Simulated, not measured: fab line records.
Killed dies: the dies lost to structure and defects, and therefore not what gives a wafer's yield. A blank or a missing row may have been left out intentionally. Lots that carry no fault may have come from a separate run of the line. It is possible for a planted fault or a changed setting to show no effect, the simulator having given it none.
Commonality check across tools || flow sky130 || Sampled: 13 lots, 39 wafers

## WHY IT WAS OPENED
SKY_VT_ADJUST_HVTR_TW_MEAS_11, reading VT_ADJUST_HVTR_TW: flagged on 1 of 13 lots. Wafers without a fault read 209.7, standard deviation 1.1.
Rule: a lot gets a flag if all its wafers with a number sit over 4 standard deviations from that mean, or if no wafer of it has a number. The other lots count as sound.

{"lot": "L699", "measured": "day 9 11:56", "on": "film_metro-04", "VT_ADJUST_HVTR_TW, wafer by wafer": "210.0 210.5 209.3", "flag": ""}
{"lot": "L700", "measured": "day 9 20:19", "on": "film_metro-02", "VT_ADJUST_HVTR_TW, wafer by wafer": "208.2 209.1 209.3", "flag": ""}
{"lot": "L701", "measured": "day 10 00:19", "on": "film_metro-03", "VT_ADJUST_HVTR_TW, wafer by wafer": "210.5 210.2 210.9", "flag": ""}
{"lot": "L702", "measured": "day 10 03:28", "on": "film_metro-02", "VT_ADJUST_HVTR_TW, wafer by wafer": "209.1 208.5 208.4", "flag": ""}
{"lot": "L703", "measured": "day 10 15:42", "on": "film_metro-02", "VT_ADJUST_HVTR_TW, wafer by wafer": "207.9 209.4 208.6", "flag": ""}
{"lot": "L706", "measured": "day 12 12:01", "on": "film_metro-03", "VT_ADJUST_HVTR_TW, wafer by wafer": "29.9 30.0 30.0", "flag": "FLAGGED"}
{"lot": "L714", "measured": "day 14 05:04", "on": "film_metro-02", "VT_ADJUST_HVTR_TW, wafer by wafer": "207.6 210.3 210.7", "flag": ""}
{"lot": "L715", "measured": "day 14 13:58", "on": "film_metro-02", "VT_ADJUST_HVTR_TW, wafer by wafer": "209.0 208.9 208.3", "flag": ""}
{"lot": "L718", "measured": "day 15 10:04", "on": "film_metro-02", "VT_ADJUST_HVTR_TW, wafer by wafer": "207.8 208.8 208.6", "flag": ""}
{"lot": "L719", "measured": "day 15 13:24", "on": "film_metro-04", "VT_ADJUST_HVTR_TW, wafer by wafer": "211.2 210.8 210.6", "flag": ""}
{"lot": "L720", "measured": "day 15 22:09", "on": "film_metro-03", "VT_ADJUST_HVTR_TW, wafer by wafer": "209.7 209.1 209.5", "flag": ""}
{"lot": "L721", "measured": "day 16 07:56", "on": "film_metro-02", "VT_ADJUST_HVTR_TW, wafer by wafer": "210.1 209.1 208.8", "flag": ""}
{"lot": "L722", "measured": "day 16 13:18", "on": "film_metro-02", "VT_ADJUST_HVTR_TW, wafer by wafer": "208.9 209.1 208.4", "flag": ""}
The numbers of the flagged lots are 30.0 on average: -179.7 against the usual, or -99 or more standard deviations.

## TOOL THAT RAN EACH LOT
The record holds 2 process steps before the reading, out of a route of 708 steps. In each cell: the tool, then ch and the chambers that the sampled wafers went through, then the start.
{"lot": "L699", "flag": "", "SKY_VT_ADJUST_NCORE_STRIP_10": "plasma_asher-02 ch 0,1, day 8 13:58", "SKY_VT_ADJUST_HVTR_EXPOSE_04": "iline_stepper-02 ch 0, day 9 01:10"}
{"lot": "L700", "flag": "", "SKY_VT_ADJUST_NCORE_STRIP_10": "plasma_asher-04 ch 0,1, day 8 22:00", "SKY_VT_ADJUST_HVTR_EXPOSE_04": "iline_stepper-02 ch 0, day 9 09:08"}
{"lot": "L701", "flag": "", "SKY_VT_ADJUST_NCORE_STRIP_10": "plasma_asher-01 ch 0,1, day 9 01:53", "SKY_VT_ADJUST_HVTR_EXPOSE_04": "iline_stepper-01 ch 0, day 9 12:25"}
{"lot": "L702", "flag": "", "SKY_VT_ADJUST_NCORE_STRIP_10": "plasma_asher-04 ch 0,1, day 9 05:12", "SKY_VT_ADJUST_HVTR_EXPOSE_04": "iline_stepper-02 ch 0, day 9 16:09"}
{"lot": "L703", "flag": "", "SKY_VT_ADJUST_NCORE_STRIP_10": "plasma_asher-02 ch 0,1, day 9 17:39", "SKY_VT_ADJUST_HVTR_EXPOSE_04": "iline_stepper-02 ch 0, day 10 04:27"}
{"lot": "L706", "flag": "FLAGGED", "SKY_VT_ADJUST_NCORE_STRIP_10": "plasma_asher-04 ch 0,1, day 11 11:51", "SKY_VT_ADJUST_HVTR_EXPOSE_04": "iline_stepper-02 ch 0, day 11 23:44"}
{"lot": "L714", "flag": "", "SKY_VT_ADJUST_NCORE_STRIP_10": "plasma_asher-04 ch 0,1, day 13 02:24", "SKY_VT_ADJUST_HVTR_EXPOSE_04": "iline_stepper-02 ch 0, day 13 15:31"}
{"lot": "L715", "flag": "", "SKY_VT_ADJUST_NCORE_STRIP_10": "plasma_asher-04 ch 0,1, day 13 11:28", "SKY_VT_ADJUST_HVTR_EXPOSE_04": "iline_stepper-01 ch 0, day 14 00:18"}
{"lot": "L718", "flag": "", "SKY_VT_ADJUST_NCORE_STRIP_10": "plasma_asher-02 ch 0,1, day 14 07:29", "SKY_VT_ADJUST_HVTR_EXPOSE_04": "iline_stepper-02 ch 0, day 14 20:53"}
{"lot": "L719", "flag": "", "SKY_VT_ADJUST_NCORE_STRIP_10": "plasma_asher-04 ch 0,1, day 14 10:15", "SKY_VT_ADJUST_HVTR_EXPOSE_04": "iline_stepper-02 ch 0, day 14 23:26"}
{"lot": "L720", "flag": "", "SKY_VT_ADJUST_NCORE_STRIP_10": "plasma_asher-02 ch 0, day 14 19:12", "SKY_VT_ADJUST_HVTR_EXPOSE_04": "iline_stepper-02 ch 0, day 15 08:20"}
{"lot": "L721", "flag": "", "SKY_VT_ADJUST_NCORE_STRIP_10": "plasma_asher-04 ch 1, day 15 04:19", "SKY_VT_ADJUST_HVTR_EXPOSE_04": "iline_stepper-02 ch 0, day 15 18:10"}
{"lot": "L722", "flag": "", "SKY_VT_ADJUST_NCORE_STRIP_10": "plasma_asher-04 ch 0,1, day 15 08:57", "SKY_VT_ADJUST_HVTR_EXPOSE_04": "iline_stepper-02 ch 0, day 15 22:41"}
What these steps do:
- SKY_VT_ADJUST_NCORE_STRIP_10: strips in O2/N2.
- SKY_VT_ADJUST_HVTR_EXPOSE_04: exposes mask HVTRM, target cd 380 nm.
- SKY_VT_ADJUST_HVTR_TW_MEAS_11

## FLAGGED AGAINST TOTAL, ONE TOOL AT A TIME (gauges that did the reading follow at the end)
{"step": "SKY_VT_ADJUST_NCORE_STRIP_10", "tool": "plasma_asher-01", "lots run": 1, "flagged": 0, "share of the flagged lots": "none", "sound lots run after its first flagged lot": "-"}
{"step": "SKY_VT_ADJUST_NCORE_STRIP_10", "tool": "plasma_asher-02", "lots run": 4, "flagged": 0, "share of the flagged lots": "none", "sound lots run after its first flagged lot": "-"}
{"step": "SKY_VT_ADJUST_NCORE_STRIP_10", "tool": "plasma_asher-04", "lots run": 8, "flagged": 1, "share of the flagged lots": "all", "sound lots run after its first flagged lot": "5 (L714,L715,L719,L721,L722)"}
{"step": "SKY_VT_ADJUST_HVTR_EXPOSE_04", "tool": "iline_stepper-01", "lots run": 2, "flagged": 0, "share of the flagged lots": "none", "sound lots run after its first flagged lot": "-"}
{"step": "SKY_VT_ADJUST_HVTR_EXPOSE_04", "tool": "iline_stepper-02", "lots run": 11, "flagged": 1, "share of the flagged lots": "all", "sound lots run after its first flagged lot": "6 (L714,L718,L719,L720,L721,L722)"}
{"step": "SKY_VT_ADJUST_HVTR_TW_MEAS_11", "tool": "film_metro-02", "lots run": 8, "flagged": 0, "share of the flagged lots": "none", "sound lots run after its first flagged lot": "-"}
{"step": "SKY_VT_ADJUST_HVTR_TW_MEAS_11", "tool": "film_metro-03", "lots run": 3, "flagged": 1, "share of the flagged lots": "all", "sound lots run after its first flagged lot": "1 (L720)"}
{"step": "SKY_VT_ADJUST_HVTR_TW_MEAS_11", "tool": "film_metro-04", "lots run": 2, "flagged": 0, "share of the flagged lots": "none", "sound lots run after its first flagged lot": "-"}

## WHAT THE TABLE ALLOWS
plasma_asher-04 at SKY_VT_ADJUST_NCORE_STRIP_10, iline_stepper-02 at SKY_VT_ADJUST_HVTR_EXPOSE_04 and film_metro-03 at SKY_VT_ADJUST_HVTR_TW_MEAS_11: these 3 rows of the table ran every flagged lot.
- plasma_asher-04 at SKY_VT_ADJUST_NCORE_STRIP_10 ran 8 lots, 1 of them flagged. Sound lots ran on it after the first flagged one (L714, L715, L719, L721, L722), which a lasting fault on the whole tool wouldn't allow.
- iline_stepper-02 at SKY_VT_ADJUST_HVTR_EXPOSE_04 ran 11 lots, 1 of them flagged. Sound lots ran on it after the first flagged one (L714, L718, L719, L720, L721, L722), which a lasting fault on the whole tool wouldn't allow.
- film_metro-03 at SKY_VT_ADJUST_HVTR_TW_MEAS_11 ran 3 lots, 1 of them flagged. Sound lots ran on it after the first flagged one (L720), which a lasting fault on the whole tool wouldn't allow.
No row of the table ran every flagged lot and no sound lot after the first.

## WHAT HAD BEEN PUT IN BY THE SIMULATOR
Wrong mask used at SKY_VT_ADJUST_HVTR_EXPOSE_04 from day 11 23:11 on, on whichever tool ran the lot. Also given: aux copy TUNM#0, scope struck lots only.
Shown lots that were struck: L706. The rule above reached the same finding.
